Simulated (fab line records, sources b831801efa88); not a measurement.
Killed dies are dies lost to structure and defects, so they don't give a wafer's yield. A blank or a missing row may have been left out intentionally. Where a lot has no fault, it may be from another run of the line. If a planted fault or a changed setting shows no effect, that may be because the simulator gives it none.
8D (eight disciplines) problem report, filled in by code | flow sky130 | the parts of the form that need people (team, actions taken, sign-off) are left out

## 1. THE ISSUE
dose ions cm2 at SKY_LDD_N_IMPLANT_08 reads a mean of 8.264e+13 on 6 wafers of 2 lots; wafers without a fault read 7.501e+13 with a standard deviation of 8.1e+10. Relative to the usual mean, that is a shift of +94 standard deviations.
Earliest sighting: wafer L624.1 on implanter-03 at day 24 05:26. The record has a number at this step for 18 wafers belonging to 6 lots. Rule for "out" (also "out of limits"): further than 4 standard deviations from the usual mean. The other wafers with a number count as sound.

## 2. WHAT IT IS, WHAT IT ISN'T
question                    | is                     | is not
which readings at this step | dose ions cm2          | beam energy keV
which lots                  | L624, L625             | L614, L617, L626, L630
which wafers of those lots  | all that have a number | -
read on which tools         | implanter-03           | implanter-04
when                        | from day 24 05:26      | up to then (6 sound wafers); but 6 sound wafers of L626, L630 came after

## 3. WHAT RULES OUT EACH SUSPECT
Counting: any tool at a process step up to the reading is kept as a suspect provided that every lot that is out went through it and no sound lot did after the first of them.
- implanter-03 at SKY_LDD_N_IMPLANT_08: kept. All lots that are out passed through it, beginning with L624 at day 24 05:26, and no sound lot followed; its final sound lot before that point was L617 at day 22 19:50. Out on those wafers are its own readings of dose ions cm2.
The count leaves implanter-03 at SKY_LDD_N_IMPLANT_08.

## 4. THE CAUSE (what the simulator had put in)
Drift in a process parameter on implanter-03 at SKY_LDD_N_IMPLANT_08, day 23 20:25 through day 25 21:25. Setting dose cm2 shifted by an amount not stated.
This tool alone remained once counting was done.

## 5. THE CHAIN OF EFFECTS, in route order
Rows list readings where the struck wafers' mean (over those with a number) sits beyond 3 standard deviations from the usual. Scope: only readings with a usual standard deviation given in the record; hours: median across lots of the time from each lot's start at the first step in this table that gives one to its start at this step; sigmas: change in usual standard deviations.
hours | step                 | reading            | usual     | on struck wafers | change     | sigmas
0     | SKY_LDD_N_IMPLANT_08 | dose ions cm2      | 7.501e+13 | 8.264e+13        | +7.635e+12 | +94
0     | SKY_LDD_N_IMPLANT_08 | faraday current uA | 424       | 466              | +42        | +4.8
Process steps it contains:
- SKY_LDD_N_IMPLANT_08

## 6. HOW IT WOULD HAVE BEEN CAUGHT EARLIER
In this record no reading fell out of limits until day 24 05:26, 9 hours after the fault had begun at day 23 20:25.
